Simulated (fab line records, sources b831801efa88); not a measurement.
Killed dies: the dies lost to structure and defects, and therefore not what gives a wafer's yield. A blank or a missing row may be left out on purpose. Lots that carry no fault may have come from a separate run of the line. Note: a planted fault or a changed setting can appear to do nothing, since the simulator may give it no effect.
Chamber matching / flow gf180mcu / GF_V1_CMP_26 on cmp-01 has 4 sister chambers
The step polishes, stops on SiO2, t overpolish 15 s, target thk 0 nm. 4 wafers are shown with their chamber, then 9 later ones without.

## WAFERS WITH THEIR CHAMBER
wafer=L449.6; chamber=2; motorCurrentA (A)=12.0
wafer=L450.1; chamber=0; motorCurrentA (A)=12.6
wafer=L450.2; chamber=3; motorCurrentA (A)=12.2
wafer=L450.3; chamber=1; motorCurrentA (A)=9.3

## WAFERS MISSING THEIR CHAMBER
wafer=L456.2; motorCurrentA (A)=11.1
wafer=L456.3; motorCurrentA (A)=11.9
wafer=L456.6; motorCurrentA (A)=12.1
wafer=L457.3; motorCurrentA (A)=12.4
wafer=L457.4; motorCurrentA (A)=8.6
wafer=L457.5; motorCurrentA (A)=12.0
wafer=L461.3; motorCurrentA (A)=11.4
wafer=L461.4; motorCurrentA (A)=12.0
wafer=L461.6; motorCurrentA (A)=11.7

## WHICH CHAMBER EACH WENT THROUGH
wafer=L456.2; from the rows above=can't be placed: 2 or 3 or 0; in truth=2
wafer=L456.3; from the rows above=can't be placed: 2 or 3 or 0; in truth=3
wafer=L456.6; from the rows above=can't be placed: 2 or 3 or 0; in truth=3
wafer=L457.3; from the rows above=can't be placed: 0 or 3 or 2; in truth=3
wafer=L457.4; from the rows above=1; in truth=1
wafer=L457.5; from the rows above=can't be placed: 2 or 3 or 0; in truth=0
wafer=L461.3; from the rows above=can't be placed: 2 or 3 or 0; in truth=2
wafer=L461.4; from the rows above=can't be placed: 2 or 3 or 0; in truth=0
wafer=L461.6; from the rows above=can't be placed: 2 or 3 or 0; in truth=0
1 of 9 placed correctly. These rows do not allow placing 8 (true chamber among the candidates in 8). Placed wrongly: 0.
How it was worked out, from the rows above alone: a wafer's distance from a chamber is the root of the sum, over the readings, of the square of ((its reading less the chamber's mean) divided by the reading's scatter). If the next closest chamber is less than 2 further off than the closest, the wafer can't be placed; otherwise it belongs to the closest. The mean given for a chamber averages the wafers shown for that chamber. The scatter: with one shown wafer a chamber, the root of the mean of the squares of how far each hidden wafer lies from its nearest shown one.
